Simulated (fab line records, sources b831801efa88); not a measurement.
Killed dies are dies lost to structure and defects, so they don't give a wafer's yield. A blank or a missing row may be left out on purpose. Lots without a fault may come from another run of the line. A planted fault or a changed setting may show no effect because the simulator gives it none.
A struck lot beside a sound one | flow sky130 | 17 steps out of a route of 708
Sound: wafers L500.2, L500.4, L500.5. Struck: wafers L517.4, L517.6. The cause comes at the end.
At each step with rows: each side's tool, then ch and its chambers, then its first start. Under that, the readings that differ: sound wafers | struck wafers | difference of the means | sigmas: that difference in standard deviations of wafers without a fault.
alike: readings whose means differ by less than 2 such deviations, and words and numbers that are the same on both sides. not compared: withheld readings, readings that some wafer has no value for, bounds like >300 that may hide the same value, and numbers for which the record gives no deviation and whose values overlap.
The two part at a step that has a row with sigmas, a row that says differs or no value, or rows on one side only. Numbers that don't overlap but have no deviation are shown without sigmas and don't part them. A reading that every wafer of one side lacks parts them only if that side has two wafers or more.

first, 3 steps without rows for these wafers: SKY_LI_CONTACT_EXPOSE_09 (exposes mask LICM1, target cd 170 nm); SKY_LI_CONTACT_PEB_10; SKY_LI_CONTACT_DEVELOP_11 (develop time 60 s).
SKY_LI_CONTACT_CD_MEAS_12: target cd 170 nm.
  sound on cd_sem-01, day 29 14:26; struck on cd_sem-02, day 35 15:07
  alike: cd_nm
SKY_LI_CONTACT_OVL_MEAS_13:
  sound on overlay-02, day 29 14:32; struck on overlay-01, day 35 15:12
  alike: LI_CONTACT_OVL
then, 1 step without rows for these wafers: SKY_LI_CONTACT_ETCH_14 (etches BARC in N2/H2, stops on SiO2, time 45.9 s, target depth 60 nm).
SKY_LI_CONTACT_ETCH_15: etches PSG in C4F8/O2/Ar, stops on Si, target depth 600 nm.
  sound on rie_diel-04 ch 0,1,3, day 29 14:37; struck on rie_diel-03 ch 0,3, day 35 15:16
  alike: oes_product_au
SKY_LI_CONTACT_STRIP_16: strips in O2/N2.
  sound on plasma_asher-04 ch 0,1, day 29 14:41; struck on plasma_asher-01 ch 0, day 35 15:23
  reading                      | sound          | struck    | difference | sigmas
  strip_time_to_endpoint_s (s) | 3.45 3.46 3.49 | 3.52 3.57 | +0.08      | +2
  alike: drypump_motor_current_A, n2_flow_sccm, oes_product_au
  not compared: rf_hours_counter_h
then, 2 steps without rows for these wafers: SKY_LI_CONTACT_CLEAN_17 (cleans in NMP, time 600 s); SKY_LI_CONTACT_PRE_CLEAN_18 (time 5.6 s).
SKY_LI_CONTACT_SPUTTER_19: material Ti, target thk 20 nm, time 106.37 s.
  sound on pvd_sputter-04, day 29 14:59; struck on pvd_sputter-01, day 35 15:39
  alike: throttle_valve_pct
SKY_LI_CONTACT_SPUTTER_20: material TiN, target thk 20 nm, time 80 s.
  sound on pvd_sputter-04, day 29 15:04; struck on pvd_sputter-01, day 35 15:44
  alike: throttle_valve_pct
SKY_LI_CONTACT_CVD_21: deposits W, target thk 400 nm, time 120.56 s.
  sound on cvd_w-01 ch 0,1, day 29 15:07; struck on cvd_w-02 ch 1, day 35 15:55
  reading                                  | sound             | struck      | difference | sigmas
  model.W_of_LI_CONTACT_CVD_21.thk_nm (nm) | 390.8 395.5 399.3 | 538.5 539.4 | +143.8     |
  alike: chamber_pressure_Torr, heater_power_w
SKY_LI_CONTACT_RS_MEAS_22: measures by four-point-probe.
  sound on film_metro-04, day 29 15:16; struck on film_metro-04, day 35 16:06
  reading                  | sound                | struck        | difference | sigmas
  LI_CONTACT_W_RS (ohm/sq) | 0.2914 0.2881 0.2845 | 0.2115 0.2108 | -0.0768    | -28
SKY_LI_CONTACT_THK_MEAS_23: measures by xrf.
  sound on film_metro-04, day 29 15:23; struck on film_metro-04, day 35 16:11
  reading               | sound       | struck  | difference | sigmas
  LI_CONTACT_W_THK (nm) | 395 399 402 | 538 538 | +139       | +30
SKY_LI_CONTACT_CMP_24: polishes, stops on PSG, t overpolish 20 s, target thk 0 nm.
  sound on cmp-02 ch 2,3, day 29 15:26; struck on cmp-01 ch 0, day 35 16:13
  reading                | sound           | struck      | difference | sigmas
  time_to_endpoint_s (s) | 99.0 100.6 99.7 | 135.9 129.4 | +32.9      | +12
  alike: edge_zone_pressure_frac, head_pressure_psi, motor_current_A
SKY_LOCAL_INTERCONNECT_SPUTTER_00: material TiN, target thk 100 nm, time 83.3 s.
  sound on pvd_sputter-04, day 29 15:44; struck on pvd_sputter-02, day 35 16:31
  reading                | sound          | struck    | difference | sigmas
  throttle_valve_pct (%) | 33.2 32.0 33.0 | 29.4 31.2 | -2.4       | -2

WHERE THEY PART
First at SKY_LI_CONTACT_STRIP_16; last, within this record, at SKY_LOCAL_INTERCONNECT_SPUTTER_00.

WHY: what the simulator had put in
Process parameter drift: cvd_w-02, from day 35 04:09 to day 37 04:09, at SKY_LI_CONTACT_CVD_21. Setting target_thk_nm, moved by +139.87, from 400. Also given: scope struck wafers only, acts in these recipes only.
